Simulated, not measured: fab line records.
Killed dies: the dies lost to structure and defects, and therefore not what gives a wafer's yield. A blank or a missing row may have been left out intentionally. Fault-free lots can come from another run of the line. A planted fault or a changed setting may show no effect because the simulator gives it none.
Comparing a struck lot with a sound one | flow sky130 | 43 out of 708 route steps
Sound: these wafers, L636.1, L636.2, L636.5. Struck: wafer L646.1. (L646.4, L646.5 of the same lot were not struck and are left out.) The cause comes at the end.
Order at every step that has rows: each side's tool, ch and its chambers, its first start. Under that, the readings that differ: sound wafers | struck wafers | difference of the means | sigmas: that difference in standard deviations of wafers without a fault.
alike: readings with means less than 2 such deviations apart, plus words and numbers identical on both sides. not compared: withheld readings, readings lacking a value on some wafer, bounds such as >300 that could conceal the same value, and numbers that have no deviation in the record and whose values overlap.
The two part at a step that has a row with sigmas, a row that says differs or no value, or rows on one side only. When numbers do not overlap yet have no deviation, they are printed without sigmas and do not part them. Lack of a reading on every wafer of one side parts them only where that side has two or more wafers.

SKY_VIA3_ETCH_15: etches SiO2 in C4F8/O2/Ar, stops on TiN, target depth 507 nm, time 78 s.
  sound on rieDiel-03 ch 1,2,3, day 40 11:23; struck on rieDiel-03 ch 0, day 43 08:29
  alike: biasW, oesProductAu
  not compared: rfHoursCounterH
SKY_VIA3_STRIP_16: strips in O2/N2.
  sound on plasmaAsher-03 ch 0,1, day 40 11:26; struck on plasmaAsher-01 ch 0, day 43 08:32
reading                  | sound       | struck | difference | sigmas
drypumpMotorCurrentA (A) | 6.5 5.9 5.9 | 5.2    | -0.9       | -2
  alike: oesProductAu, stripTimeToEndpointS
  not compared: rfHoursCounterH
then, 3 steps without rows for these wafers: SKY_VIA3_STRIP_17 (strips in post etch residue remover, time 1200 s); SKY_VIA3_CLEAN_18 (cleans in IPA, time 180 s); SKY_VIA3_CLEAN_19 (cleans in O3/DIW).
SKY_VIA3_SPUTTER_20: material TiN, target thk 20 nm, time 80 s.
  struck on pvdSputter-03, day 43 09:10; sound on pvdSputter-03, day 40 12:02
  alike: throttleValvePct
then, 1 step without rows for these wafers: SKY_VIA3_CVD_21 (deposits W, target thk 390 nm, time 117.31 s).
SKY_VIA3_RS_MEAS_22: measurement is done with a four-point probe.
  struck on filmMetro-04, day 43 09:21; sound on filmMetro-03, day 40 12:13
  alike: VIA3_W_RS
SKY_VIA3_THK_MEAS_23: measures by xrf.
  struck on filmMetro-04, day 43 09:28; sound on filmMetro-03, day 40 12:20
  alike: VIA3_W_THK
then, 1 step without rows for these wafers: SKY_VIA3_CMP_24 (polishes, stops on SiO2, t overpolish 20 s, target thk 0 nm).
SKY_METAL4_SPUTTER_00: material Ti, target thk 15 nm, time 10 s.
  struck on pvdSputter-03, day 43 10:12; sound on pvdSputter-01, day 40 12:42
  alike: throttleValvePct
SKY_METAL4_SPUTTER_01: material TiN, target thk 20 nm, time 16.7 s.
  struck on pvdSputter-03, day 43 10:13; sound on pvdSputter-01, day 40 12:43
  alike: throttleValvePct
SKY_METAL4_SPUTTER_02: material AlCu, target thk 735 nm, time 39.1 s.
  struck on pvdSputter-03, day 43 10:14; sound on pvdSputter-01, day 40 12:45
reading                                    | sound             | struck | difference | sigmas
model.AlCu_of_METAL4_SPUTTER_02.thkNm (nm) | 730.3 737.5 730.2 | 985.6  | +252.9     | 
  alike: throttleValvePct
then, 3 steps without rows for these wafers: SKY_METAL4_SPUTTER_03 (material Ti, target thk 5 nm, time 3.3 s); SKY_METAL4_SPUTTER_04 (material TiN, target thk 70 nm, time 58.3 s); SKY_CAP2M_CVD_00 (deposits SiO2, target thk 15.5 nm).
SKY_CAP2M_THK_MEAS_01:
  struck on filmMetro-01, day 43 10:22; sound on filmMetro-04, day 40 12:53
  alike: CAP2M_CVD_00_THK
then, 1 step without rows for these wafers: SKY_CAP2M_SPUTTER_02 (material TiN, target thk 200 nm, time 166.7 s).
SKY_CAP2M_RS_MEAS_03: measurement is done with a four-point probe.
  struck on filmMetro-03, day 43 10:32; sound on filmMetro-03, day 40 13:04
  alike: CAP2M_TIN_RS
SKY_CAP2M_THK_MEAS_04: measures by xrf.
  struck on filmMetro-03, day 43 10:40; sound on filmMetro-03, day 40 13:11
  alike: CAP2M_TIN_THK
then, 7 steps without rows for these wafers: SKY_CAP2M_DEHYDRATE_05 (time 60 s); SKY_CAP2M_HMDS_06 (prime time 60 s); SKY_CAP2M_COAT_07 (resist thk 1140 nm); SKY_CAP2M_SOFTBAKE_08 (time 60 s); SKY_CAP2M_EXPOSE_09 (exposes mask CAP2M, target cd 1000 nm); SKY_CAP2M_PEB_10; SKY_CAP2M_DEVELOP_11 (develop time 60 s).
SKY_CAP2M_OVL_MEAS_12:
  struck on overlay-01, day 44 08:53; sound on overlay-02, day 41 12:32
  alike: CAP2M_OVL
then, 13 steps without rows for these wafers: SKY_CAP2M_METAL_ETCH_13 (etches TiN in Cl2/BCl3, stops on SiO2, target depth 220 nm, time 62.9 s); SKY_CAP2M_STRIP_14 (strips in O2/N2); SKY_CAP2M_STRIP_15 (strips in post etch residue remover, time 1200 s); SKY_CAP2M_CLEAN_16 (cleans in IPA, time 180 s); SKY_CAP2M_CLEAN_17 (cleans in O3/DIW); SKY_METAL4_DEHYDRATE_05 (time 60 s); SKY_METAL4_HMDS_06 (prime time 60 s); SKY_METAL4_COAT_07 (resist thk 60 nm); SKY_METAL4_COAT_08 (resist thk 1140 nm); SKY_METAL4_SOFTBAKE_09 (time 90 s); SKY_METAL4_EXPOSE_10 (exposes mask MM4, target cd 300 nm); SKY_METAL4_PEB_11; SKY_METAL4_DEVELOP_12 (develop time 60 s).
SKY_METAL4_CD_MEAS_13: the cd target is 300 nm.
  struck on cdSem-01, day 45 07:08; sound on cdSem-02, day 42 12:14
reading   | sound             | struck | difference | sigmas
cdNm (nm) | 301.2 302.2 302.9 | 298.5  | -3.6       | -2
SKY_METAL4_METAL_ETCH_18: etches the open film in Cl2/BCl3, stops on SiO2, target depth 845 nm, time 183.1 s.
  sound on rieMetal-03 ch 0,1, day 42 12:40; struck on rieMetal-03 ch 1, day 45 07:26
reading             | sound             | struck | difference | sigmas
oesProductAu (a.u.) | 0.861 0.864 0.867 | 0.988  | +0.124     | +21
  alike: biasW, drypumpMotorCurrentA, throttleValvePct
  not compared: rfHoursCounterH

== WHERE THEY PART ==
Last at SKY_METAL4_METAL_ETCH_18 as far as this record goes, first at SKY_VIA3_STRIP_16.

WHY: the cause the simulator had injected
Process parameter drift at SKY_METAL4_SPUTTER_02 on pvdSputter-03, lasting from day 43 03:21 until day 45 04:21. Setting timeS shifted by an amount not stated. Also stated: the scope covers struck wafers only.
